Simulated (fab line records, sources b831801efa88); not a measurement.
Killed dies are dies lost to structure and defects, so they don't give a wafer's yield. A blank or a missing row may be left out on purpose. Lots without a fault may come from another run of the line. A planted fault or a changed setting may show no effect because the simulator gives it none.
fab line records | flow sky130
record lots=13 wafers=39 last_day=50
route steps=708 shown RES_PROTECT@216 METAL4@598 VIA4@650 PAD_OPEN@708
lots that met no fault: from a run of the same line without faults
start_h: hours from the record's first day to the start of the lot's first wafer shown | wait_h: hours since the lot's step before | " the same as in the row above | L1.1+2: a row that stands for several wafers | - no value, or no start given | * or withheld: withheld | < > ~ a bound
route shown NAME@n: a module of which the file shows steps, and the number in the route of the first | usual: mean/standard deviation of fault-free wafers | same: alike in all rows | chamber/n: place in a boat | sites: the reading at each site | _std_site: their standard deviation | _edge_site: outer sites' mean less inner sites' | radius_mm: how far each site lies from the wafer's centre | mask NAME#n: copy n | behind: the tool/chamber that last shaped the wafer | hold: why the lot was held/for how many hours/how that ended | device: the transistor (n, p or np) that didn't switch | end of line: the same wafers' tests at the end of the route | a step without rows: its recipe alone | killed: dies lost to structure and defects at the first sort, not the wafer's yield | map: a wafer's dies, x killed, . not, _ none there
set.NAME: the setting as run; set.NAME@STEP: as run at that earlier step | model.NAME: the simulator's own value behind a step, which no gauge read
steps of the route over a sample of lots; a table a step, a row a wafer
services: from which hour (start_h, from the record's first day; less than 0 if before it) a tool's chamber was out of use, for how many hours, and why
## steps
# step SKY_RES_PROTECT_CLEAN_09
# recipe chemistry=SC1/SC2 mix=1:4:20 temp_c=70 time_s=150 dry=n2_spin
# columns lot.wafer tool chamber start_h wait_h
L133.1+5+6 wet_bench-03 2 333.48 0.1
L135.2+4+6 wet_bench-02 0 353.90 0.0
L136.1+4+6 wet_bench-02 3 362.03 0.1
L137.2+3+6 wet_bench-04 3 375.25 0.0
L138.1+2+6 wet_bench-02 0 387.70 0.1
L139.1+2+5 wet_bench-02 2 394.05 0.1
L149.1+2+3 wet_bench-03 2 478.13 0.1
L150.1+5+6 wet_bench-02 1 484.48 0.1
L151.1+3+4 wet_bench-03 1 498.25 0.1
L153.1+3+6 wet_bench-04 1 515.20 0.1
L154.1+4+5 wet_bench-02 3 525.93 0.1
L155.1+2+3 wet_bench-02 3 531.40 0.1
L156.2+4+6 wet_bench-03 1 540.83 0.0
# step SKY_METAL4_SPUTTER_00
# recipe material=Ti target_thk_nm=15 power_w=3000 time_s=10 chamber_pressure_pa=0.4
# usual throttle_valve_pct=29.8/0.6
# columns lot.wafer tool chamber start_h wait_h throttle_valve_pct
L133.1 pvd_sputter-02 - 924.51 0.1 29.3
L133.5 " - " " 30.8
L133.6 " - " " 29.2
L135.2 pvd_sputter-03 - 943.45 0.1 29.9
L135.4 " - " " 29.1
L135.6 " - " " 29.3
L136.1 pvd_sputter-03 - 951.81 0.1 29.3
L136.4 " - " " 30.2
L136.6 " - " " 29.7
L137.2 pvd_sputter-01 - 960.71 0.1 30.4
L137.3 " - " " 29.3
L137.6 " - " " 30.4
L138.1 pvd_sputter-03 - 972.79 0.2 30.2
L138.2 " - " " 29.2
L138.6 " - " " 28.9
L139.1 pvd_sputter-01 - 974.96 0.2 30.3
L139.2 " - " " 30.5
L139.5 " - " " 29.4
L149.1 pvd_sputter-02 - 1040.01 0.2 31.0
L149.2 " - " " 29.1
L149.3 " - " " 29.2
L150.1 pvd_sputter-02 - 1050.35 0.2 30.0
L150.5 " - " " 30.7
L150.6 " - " " 29.2
L151.1 pvd_sputter-02 - 1051.46 0.2 29.1
L151.3 " - " " 31.2
L151.4 " - " " 29.8
L153.1 pvd_sputter-01 - 1063.33 0.1 31.0
L153.3 " - " " 30.6
L153.6 " - " " 30.4
L154.1 pvd_sputter-03 - 1071.65 0.2 29.8
L154.4 " - " " 29.6
L154.5 " - " " 29.3
L155.1 pvd_sputter-02 - 1079.04 0.2 30.0
L155.2 " - " " 30.9
L155.3 " - " " 29.0
L156.2 pvd_sputter-03 - 1082.26 0.2 29.1
L156.4 " - " " 29.5
L156.6 " - " " 29.8
# step SKY_METAL4_SPUTTER_01
# recipe material=TiN target_thk_nm=20 power_w=6500 time_s=16.7 chamber_pressure_pa=0.4
# usual throttle_valve_pct=29.8/0.59
# columns lot.wafer tool chamber start_h wait_h throttle_valve_pct
L133.1 pvd_sputter-02 - 924.53 0.0 29.3
L133.5 " - " " 31.0
L133.6 " - " " 28.9
L135.2 pvd_sputter-03 - 943.47 0.0 29.8
L135.4 " - " " 29.2
L135.6 " - " " 29.8
L136.1 pvd_sputter-03 - 951.83 0.0 29.3
L136.4 " - " " 30.0
L136.6 " - " " 29.7
L137.2 pvd_sputter-01 - 960.73 0.0 30.3
L137.3 " - " " 29.5
L137.6 " - " " 30.3
L138.1 pvd_sputter-03 - 972.81 0.0 30.3
L138.2 " - " " 29.2
L138.6 " - " " 29.1
L139.1 pvd_sputter-01 - 974.98 0.0 30.5
L139.2 " - " " 30.4
L139.5 " - " " 29.6
L149.1 pvd_sputter-02 - 1040.03 0.0 31.1
L149.2 " - " " 29.0
L149.3 " - " " 29.4
L150.1 pvd_sputter-02 - 1050.38 0.0 29.8
L150.5 " - " " 30.9
L150.6 " - " " 29.1
L151.1 pvd_sputter-02 - 1051.48 0.0 29.0
L151.3 " - " " 30.8
L151.4 " - " " 29.8
L153.1 pvd_sputter-01 - 1063.36 0.0 31.1
L153.3 " - " " 30.6
L153.6 " - " " 30.4
L154.1 pvd_sputter-03 - 1071.67 0.0 30.0
L154.4 " - " " 29.6
L154.5 " - " " 29.7
L155.1 pvd_sputter-02 - 1079.06 0.0 29.8
L155.2 " - " " 31.0
L155.3 " - " " 29.1
L156.2 pvd_sputter-03 - 1082.28 0.0 29.2
L156.4 " - " " 29.6
L156.6 " - " " 29.4
# step SKY_VIA4_OVL_MEAS_11
# usual VIA4_OVL=0.1/1.4
# columns lot.wafer tool chamber start_h wait_h VIA4_OVL[nm]
L133.1 overlay-01 - 1002.45 0.1 0.5
L133.5 " - " " -0.4
L133.6 " - " " 0.6
L135.2 overlay-02 - 1015.91 0.1 0.1
L135.4 " - " " 1.0
L135.6 " - " " 1.9
L136.1 overlay-01 - 1024.70 0.1 2.4
L136.4 " - " " 1.4
L136.6 " - " " 0.2
L137.2 overlay-01 - 1032.11 0.1 -0.3
L137.3 " - " " 1.2
L137.6 " - " " 1.9
L138.1 overlay-02 - 1045.00 0.1 -0.6
L138.2 " - " " -0.3
L138.6 " - " " -0.2
L139.1 overlay-01 - 1046.00 0.1 0.3
L139.2 " - " " -0.4
L139.5 " - " " -1.8
L149.1 overlay-01 - 1105.85 0.1 0.6
L149.2 " - " " 1.9
L149.3 " - " " 1.2
L150.1 overlay-02 - 1114.45 0.1 0.0
L150.5 " - " " -1.5
L150.6 " - " " -0.2
L151.1 overlay-01 - 1115.33 0.1 -0.2
L151.3 " - " " -0.1
L151.4 " - " " -0.2
L153.1 overlay-02 - 1127.25 0.1 0.0
L153.3 " - " " 0.2
L153.6 " - " " -1.5
L154.1 overlay-01 - 1134.35 0.1 -2.2
L154.4 " - " " -2.6
L154.5 " - " " -2.7
L155.1 overlay-01 - 1140.95 0.1 0.8
L155.2 " - " " 0.1
L155.3 " - " " 1.8
L156.2 overlay-02 - 1143.70 0.1 -0.4
L156.4 " - " " 0.2
L156.6 " - " " -0.1
# step SKY_PAD_OPEN_PROBE_99
# usual killed_at_M0_to_M3=43/6.5 killed_at_M4_up=3.2/1.8 killed_at_contacts=24/5.2 killed_at_front_end=15/4 killed_at_other=0.4/0.69 killed_dies=86/8.7 killed_open=47/7 killed_short=39/5.7
# same gross_dies=492 killed_at_back_side=0
# columns lot.wafer tool chamber start_h wait_h hold killed_at_M0_to_M3 killed_at_M4_up killed_at_contacts killed_at_front_end killed_at_other killed_dies killed_open killed_short
L133.1 prober-02 - 1073.62 0.1 - 35 1 29 14 0 79 44 33
L133.5 prober-02 - 1073.82 0.2 - 30 2 26 19 0 77 42 35
L133.6 prober-02 - 1073.87 0.2 - 49 1 25 17 0 92 55 37
L135.2 prober-02 - 1086.07 0.1 - 55 2 25 15 0 97 44 53
L135.4 prober-02 - 1086.17 0.2 - 41 5 23 12 0 81 49 32
L135.6 prober-02 - 1086.27 0.2 - 39 3 24 14 0 80 51 29
L136.1 prober-01 - 1093.12 0.1 - 38 5 24 13 0 80 41 38
L136.4 prober-01 - 1093.27 0.2 - 40 2 22 21 0 85 46 38
L136.6 prober-01 - 1093.37 0.2 - 35 2 24 17 0 78 50 26
L137.2 prober-02 - 1100.05 0.1 - 64 4 16 20 0 104 58 46
L137.3 prober-02 - 1100.10 0.2 - 44 3 24 12 0 83 50 33
L137.6 prober-02 - 1100.25 0.2 - 43 3 22 9 0 77 52 25
L138.1 prober-01 - 1112.51 0.1 - 43 2 24 14 1 84 50 33
L138.2 prober-01 - 1112.56 0.1 - 46 3 19 6 0 74 41 33
L138.6 prober-01 - 1112.76 0.2 - 37 4 23 12 2 78 38 40
L139.1 prober-02 - 1113.21 0.1 await_dispo/12.9h/release 41 2 21 19 22 105 50 33
L139.2 prober-02 - 1113.26 0.1 await_dispo/12.9h/release 35 3 25 12 19 94 40 35
L139.5 prober-02 - 1113.41 0.2 await_dispo/12.9h/release 48 1 20 17 22 108 53 33
L149.1 prober-02 - 1167.21 0.1 - 40 6 22 21 0 89 40 49
L149.2 prober-02 - 1167.26 0.1 - 36 3 16 14 1 70 35 35
L149.3 prober-02 - 1167.31 0.2 - 52 0 30 20 0 102 54 47
L150.1 prober-01 - 1173.96 0.1 - 41 4 17 19 0 81 38 43
L150.5 prober-01 - 1174.16 0.2 - 40 1 33 15 0 89 51 37
L150.6 prober-01 - 1174.21 0.2 - 44 1 31 15 0 91 49 42
L151.1 prober-02 - 1174.57 0.1 - 36 4 29 11 0 80 44 36
L151.3 prober-02 - 1174.67 0.2 - 47 3 23 18 0 91 53 38
L151.4 prober-02 - 1174.72 0.2 - 44 1 20 20 0 85 57 28
L153.1 prober-02 - 1184.51 0.1 - 45 5 22 21 1 94 49 45
L153.3 prober-02 - 1184.61 0.2 - 53 5 24 19 0 101 59 42
L153.6 prober-02 - 1184.76 0.2 - 41 2 23 12 0 78 42 36
L154.1 prober-01 - 1191.71 0.1 - 31 4 20 13 0 68 37 31
L154.4 prober-01 - 1191.86 0.2 - 45 4 34 20 0 103 55 48
L154.5 prober-01 - 1191.91 0.2 - 36 3 24 22 0 85 47 38
L155.1 prober-02 - 1196.57 0.1 - 57 6 29 15 1 108 61 43
L155.2 prober-02 - 1196.62 0.1 - 46 7 31 12 0 96 59 36
L155.3 prober-02 - 1196.67 0.2 - 49 6 31 11 0 97 53 40
L156.2 prober-01 - 1198.31 0.1 - 37 0 21 17 1 76 45 31
L156.4 prober-01 - 1198.41 0.2 - 44 3 24 18 0 89 50 39
L156.6 prober-01 - 1198.51 0.2 - 42 2 25 13 0 82 44 38
# killed by level:class
L133.1 CONTACT:geometric_particle:open=11 FIELD_ISO:geometric_particle:open=9 LI_CONTACT:geometric_particle:open=8 VIA1:geometric_particle:open=6 LI_CONTACT:geometric_particle:short=5 METAL1:geometric_particle:short=5 VIA2:geometric_particle:open=5 CONTACT:geometric_particle:short=4
L133.5 CONTACT:geometric_particle:open=13 FIELD_ISO:geometric_particle:short=7 LI_CONTACT:geometric_particle:open=6 METAL1:geometric_particle:short=6 VIA1:geometric_particle:short=6 VIA2:geometric_particle:open=5 FIELD_ISO:geometric_particle:open=4 POLY_GATE:geometric_particle:open=4
L133.6 VIA1:geometric_particle:open=13 VIA2:geometric_particle:open=9 CONTACT:geometric_particle:open=8 VIA3:geometric_particle:open=7 FIELD_ISO:geometric_particle:open=5 FIELD_ISO:geometric_particle:short=5 LOCAL_INTERCONNECT:geometric_particle:short=5 CONTACT:geometric_particle:short=5
L135.2 CONTACT:geometric_particle:open=9 VIA1:geometric_particle:short=8 VIA1:geometric_particle:open=8 METAL1:geometric_particle:short=7 VIA2:geometric_particle:short=7 METAL2:geometric_particle:short=6 VIA2:geometric_particle:open=5 LI_CONTACT:geometric_particle:open=5
L135.4 CONTACT:geometric_particle:open=11 VIA1:geometric_particle:open=9 VIA3:geometric_particle:open=7 LI_CONTACT:geometric_particle:open=6 VIA2:geometric_particle:open=6 METAL1:geometric_particle:short=6 VIA1:geometric_particle:short=5 FIELD_ISO:geometric_particle:open=4
L135.6 VIA1:geometric_particle:open=13 CONTACT:geometric_particle:open=8 VIA2:geometric_particle:open=7 LI_CONTACT:geometric_particle:open=6 VIA3:geometric_particle:open=6 CONTACT:geometric_particle:short=5 LOCAL_INTERCONNECT:geometric_particle:short=4 FIELD_ISO:geometric_particle:short=3
L136.1 VIA1:geometric_particle:open=11 CONTACT:geometric_particle:open=8 FIELD_ISO:geometric_particle:short=7 LI_CONTACT:geometric_particle:open=5 LOCAL_INTERCONNECT:geometric_particle:short=5 METAL1:geometric_particle:short=5 METAL2:geometric_particle:short=5 METAL1:geometric_particle:open=4
L136.4 VIA1:geometric_particle:open=13 CONTACT:geometric_particle:open=8 POLY_GATE:geometric_particle:short=7 VIA3:geometric_particle:open=7 LI_CONTACT:geometric_particle:open=6 FIELD_ISO:geometric_particle:short=4 POLY_GATE:geometric_particle:open=4 CONTACT:geometric_particle:short=4
L136.6 VIA1:geometric_particle:open=14 LI_CONTACT:geometric_particle:open=8 FIELD_ISO:geometric_particle:open=7 LI_CONTACT:geometric_particle:short=6 METAL2:geometric_particle:short=5 CONTACT:geometric_particle:open=5 VIA3:geometric_particle:open=4 VIA2:geometric_particle:open=4
L137.2 VIA1:geometric_particle:open=11 VIA2:geometric_particle:open=11 VIA3:geometric_particle:open=8 VIA1:geometric_particle:short=8 CONTACT:geometric_particle:open=7 FIELD_ISO:geometric_particle:short=6 METAL1:geometric_particle:short=6 FIELD_ISO:geometric_particle:open=5
L137.3 VIA1:geometric_particle:open=10 VIA2:geometric_particle:open=8 CONTACT:geometric_particle:open=8 METAL2:geometric_particle:short=8 LI_CONTACT:geometric_particle:open=7 CONTACT:geometric_particle:short=4 METAL2:geometric_particle:open=4 VIA3:geometric_particle:open=4
L137.6 CONTACT:geometric_particle:open=12 VIA3:geometric_particle:open=10 VIA2:geometric_particle:open=9 VIA1:geometric_particle:open=5 LI_CONTACT:geometric_particle:open=4 LOCAL_INTERCONNECT:geometric_particle:short=4 METAL2:geometric_particle:short=4 METAL1:geometric_particle:short=3
L138.1 CONTACT:geometric_particle:open=12 VIA1:geometric_particle:open=12 POLY_GATE:geometric_particle:open=6 VIA1:geometric_particle:short=6 LI_CONTACT:geometric_particle:open=5 CONTACT:geometric_particle:short=5 METAL3:geometric_particle:short=4 VIA3:geometric_particle:open=4
L138.2 VIA1:geometric_particle:open=14 CONTACT:geometric_particle:open=8 METAL2:geometric_particle:short=7 VIA1:geometric_particle:short=5 METAL1:geometric_particle:short=5 VIA2:geometric_particle:open=5 POLY_GATE:geometric_particle:open=4 LI_CONTACT:geometric_particle:open=4
L138.6 CONTACT:geometric_particle:open=9 LI_CONTACT:geometric_particle:open=7 VIA1:geometric_particle:open=7 METAL2:geometric_particle:short=6 VIA2:geometric_particle:open=5 VIA1:geometric_particle:short=5 METAL3:geometric_particle:short=5 CONTACT:geometric_particle:short=4
L139.1 RES_PROTECT:unspecified=22 VIA3:geometric_particle:open=9 VIA1:geometric_particle:open=8 LI_CONTACT:geometric_particle:open=8 FIELD_ISO:geometric_particle:open=7 CONTACT:geometric_particle:open=7 VIA2:geometric_particle:open=6 VIA1:geometric_particle:short=5
L139.2 RES_PROTECT:unspecified=18 CONTACT:geometric_particle:open=9 VIA2:geometric_particle:open=9 VIA1:geometric_particle:open=6 LOCAL_INTERCONNECT:geometric_particle:short=5 VIA3:geometric_particle:short=5 LI_CONTACT:geometric_particle:short=4 LI_CONTACT:geometric_particle:open=4
L139.5 RES_PROTECT:unspecified=22 VIA1:geometric_particle:open=14 VIA3:geometric_particle:open=8 LI_CONTACT:geometric_particle:open=7 VIA2:geometric_particle:open=7 CONTACT:geometric_particle:open=6 POLY_GATE:geometric_particle:short=5 METAL2:geometric_particle:short=5
L149.1 LI_CONTACT:geometric_particle:open=8 VIA2:geometric_particle:open=8 VIA1:geometric_particle:open=7 FIELD_ISO:geometric_particle:open=6 FIELD_ISO:geometric_particle:short=6 CONTACT:geometric_particle:open=6 METAL1:geometric_particle:short=5 VIA2:geometric_particle:short=5
L149.2 VIA1:geometric_particle:open=7 VIA3:geometric_particle:open=7 FIELD_ISO:geometric_particle:short=5 LI_CONTACT:geometric_particle:open=5 VIA1:geometric_particle:short=5 VIA3:geometric_particle:short=5 METAL2:geometric_particle:short=4 FIELD_ISO:geometric_particle:open=3
L149.3 VIA1:geometric_particle:open=12 CONTACT:geometric_particle:open=10 VIA1:geometric_particle:short=10 FIELD_ISO:geometric_particle:open=7 LI_CONTACT:geometric_particle:open=7 VIA3:geometric_particle:open=6 VIA2:geometric_particle:open=6 LOCAL_INTERCONNECT:geometric_particle:short=5
L150.1 VIA1:geometric_particle:open=11 CONTACT:geometric_particle:open=7 METAL3:geometric_particle:short=6 FIELD_ISO:geometric_particle:short=5 POLY_GATE:geometric_particle:short=5 METAL2:geometric_particle:short=5 VIA3:geometric_particle:short=5 POLY_GATE:geometric_particle:open=4
L150.5 LI_CONTACT:geometric_particle:open=11 VIA1:geometric_particle:open=10 CONTACT:geometric_particle:open=9 VIA1:geometric_particle:short=6 FIELD_ISO:geometric_particle:short=5 POLY_GATE:geometric_particle:short=5 VIA2:geometric_particle:open=5 LOCAL_INTERCONNECT:geometric_particle:open=4
L150.6 CONTACT:geometric_particle:open=12 LI_CONTACT:geometric_particle:open=7 VIA1:geometric_particle:open=7 VIA3:geometric_particle:open=7 VIA2:geometric_particle:open=7 POLY_GATE:geometric_particle:short=6 LOCAL_INTERCONNECT:geometric_particle:short=6 FIELD_ISO:geometric_particle:open=5
L151.1 LI_CONTACT:geometric_particle:open=10 CONTACT:geometric_particle:open=8 VIA1:geometric_particle:open=7 VIA2:geometric_particle:open=6 METAL3:geometric_particle:short=4 LI_CONTACT:geometric_particle:short=4 LOCAL_INTERCONNECT:geometric_particle:short=4 METAL2:geometric_particle:short=4
L151.3 VIA1:geometric_particle:open=11 CONTACT:geometric_particle:open=8 VIA3:geometric_particle:open=8 POLY_GATE:geometric_particle:open=7 VIA2:geometric_particle:open=7 METAL2:geometric_particle:short=6 FIELD_ISO:geometric_particle:short=4 FIELD_ISO:geometric_particle:open=4
L151.4 VIA1:geometric_particle:open=16 LI_CONTACT:geometric_particle:open=10 VIA3:geometric_particle:open=8 VIA2:geometric_particle:open=7 POLY_GATE:geometric_particle:short=5 FIELD_ISO:geometric_particle:short=4 FIELD_ISO:geometric_particle:open=4 POLY_GATE:geometric_particle:open=4
L153.1 VIA1:geometric_particle:open=12 METAL2:geometric_particle:short=8 CONTACT:geometric_particle:open=7 VIA3:geometric_particle:open=7 LI_CONTACT:geometric_particle:open=6 LOCAL_INTERCONNECT:geometric_particle:short=5 FIELD_ISO:geometric_particle:open=4 CONTACT:geometric_particle:short=4
L153.3 VIA3:geometric_particle:open=12 METAL2:geometric_particle:short=10 VIA1:geometric_particle:open=9 FIELD_ISO:geometric_particle:short=8 CONTACT:geometric_particle:open=8 LI_CONTACT:geometric_particle:open=6 VIA2:geometric_particle:open=6 POLY_GATE:geometric_particle:open=5
L153.6 VIA1:geometric_particle:open=12 CONTACT:geometric_particle:open=7 LOCAL_INTERCONNECT:geometric_particle:short=7 LI_CONTACT:geometric_particle:open=6 VIA3:geometric_particle:open=6 METAL1:geometric_particle:short=5 POLY_GATE:geometric_particle:short=4 METAL2:geometric_particle:short=4
L154.1 VIA1:geometric_particle:open=9 LI_CONTACT:geometric_particle:open=7 SPACER:geometric_particle:short=6 VIA2:geometric_particle:open=6 CONTACT:geometric_particle:open=6 VIA1:geometric_particle:short=5 LOCAL_INTERCONNECT:geometric_particle:short=4 METAL2:geometric_particle:short=4
L154.4 CONTACT:geometric_particle:open=15 VIA1:geometric_particle:open=7 VIA3:geometric_particle:open=7 VIA2:geometric_particle:open=7 LOCAL_INTERCONNECT:geometric_particle:short=6 CONTACT:geometric_particle:short=6 METAL1:geometric_particle:short=6 FIELD_ISO:geometric_particle:open=5
L154.5 LI_CONTACT:geometric_particle:open=10 VIA2:geometric_particle:open=7 FIELD_ISO:geometric_particle:open=6 FIELD_ISO:geometric_particle:short=5 VIA1:geometric_particle:short=5 METAL2:geometric_particle:short=5 VIA3:geometric_particle:open=4 SPACER:geometric_particle:open=4
L155.1 CONTACT:geometric_particle:open=15 VIA3:geometric_particle:open=12 VIA1:geometric_particle:open=10 VIA2:geometric_particle:open=9 METAL1:geometric_particle:short=7 VIA3:geometric_particle:short=6 LI_CONTACT:geometric_particle:open=5 VIA1:geometric_particle:short=5
L155.2 VIA1:geometric_particle:open=14 VIA3:geometric_particle:open=12 LI_CONTACT:geometric_particle:open=10 CONTACT:geometric_particle:open=8 LOCAL_INTERCONNECT:geometric_particle:short=5 METAL1:geometric_particle:short=5 LI_CONTACT:geometric_particle:short=4 CONTACT:geometric_particle:short=4
L155.3 CONTACT:geometric_particle:open=10 VIA3:geometric_particle:open=10 VIA1:geometric_particle:open=10 LI_CONTACT:geometric_particle:open=9 VIA2:geometric_particle:open=8 VIA1:geometric_particle:short=7 LOCAL_INTERCONNECT:geometric_particle:short=6 METAL1:geometric_particle:short=6
L156.2 CONTACT:geometric_particle:open=12 VIA1:geometric_particle:open=8 POLY_GATE:geometric_particle:short=6 VIA3:geometric_particle:open=5 METAL2:geometric_particle:short=5 VIA2:geometric_particle:open=5 LI_CONTACT:geometric_particle:open=4 METAL1:geometric_particle:short=4
L156.4 VIA1:geometric_particle:open=12 CONTACT:geometric_particle:open=9 FIELD_ISO:geometric_particle:open=8 VIA3:geometric_particle:open=6 FIELD_ISO:geometric_particle:short=5 METAL1:geometric_particle:short=5 VIA1:geometric_particle:short=5 METAL2:geometric_particle:short=5
L156.6 CONTACT:geometric_particle:open=12 VIA2:geometric_particle:open=9 VIA3:geometric_particle:open=7 METAL2:geometric_particle:short=6 FIELD_ISO:geometric_particle:short=4 LI_CONTACT:geometric_particle:open=4 CONTACT:geometric_particle:short=4 METAL1:geometric_particle:short=4
## services
# columns tool chamber start_h hours kind
wet_bench-03 - 315.45 2.2 repair
pvd_sputter-01 - 328.75 1.6 repair
pvd_sputter-03 0 330.45 - consumable_replace:kit
pvd_sputter-03 0 330.45 18.0 scheduled_down
pvd_sputter-03 - 361.07 2.7 repair
pvd_sputter-01 - 375.18 1.6 repair
wet_bench-04 - 378.52 1.9 pm
wet_bench-03 - 431.82 2.1 repair
pvd_sputter-02 - 445.33 7.4 repair
pvd_sputter-03 - 472.61 9.7 repair
pvd_sputter-01 - 499.91 0.9 repair
wet_bench-02 - 514.19 4.1 repair
pvd_sputter-03 - 609.10 3.2 repair
pvd_sputter-03 - 609.80 9.2 repair
wet_bench-04 - 676.90 1.8 repair
pvd_sputter-02 - 726.87 1.1 repair
wet_bench-04 - 750.63 31.6 pm
pvd_sputter-02 - 769.38 2.1 repair
wet_bench-04 - 834.24 3.1 repair
pvd_sputter-02 - 944.13 11.5 repair
pvd_sputter-01 - 975.62 1.3 repair
wet_bench-02 - 979.34 33.8 pm
pvd_sputter-03 - 983.16 2.4 repair
pvd_sputter-03 - 1030.25 1.3 repair
## key
first_sign step=SKY_PAD_OPEN_PROBE_99 reading=killed_at_other direction=up sigmas=21 usual=0.4 struck=21
effect step=SKY_PAD_OPEN_PROBE_99 reading=hold direction=added
met_at SKY_RES_PROTECT_CLEAN_09
struck_lots L139
struck_wafers L139.1,L139.2,L139.5
tester_left_out L139
not_acting_at SKY_METAL4_SPUTTER_00,SKY_METAL4_SPUTTER_01,SKY_VIA4_OVL_MEAS_11
fault kind=chamber_particle_source tool=wet_bench-02 chamber=2 onset_h=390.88 steps=SKY_RES_PROTECT_CLEAN_09 rate_per_visit_cm2=0.4255 end_h=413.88
# tester_left_out: of these lots the tester's yield and bins aren't shown, on N5 and GAA mostly nor the transistor test; their killed dies are dies lost to structure and defects alone, not to doping, threshold or leakage, so they don't give the yield
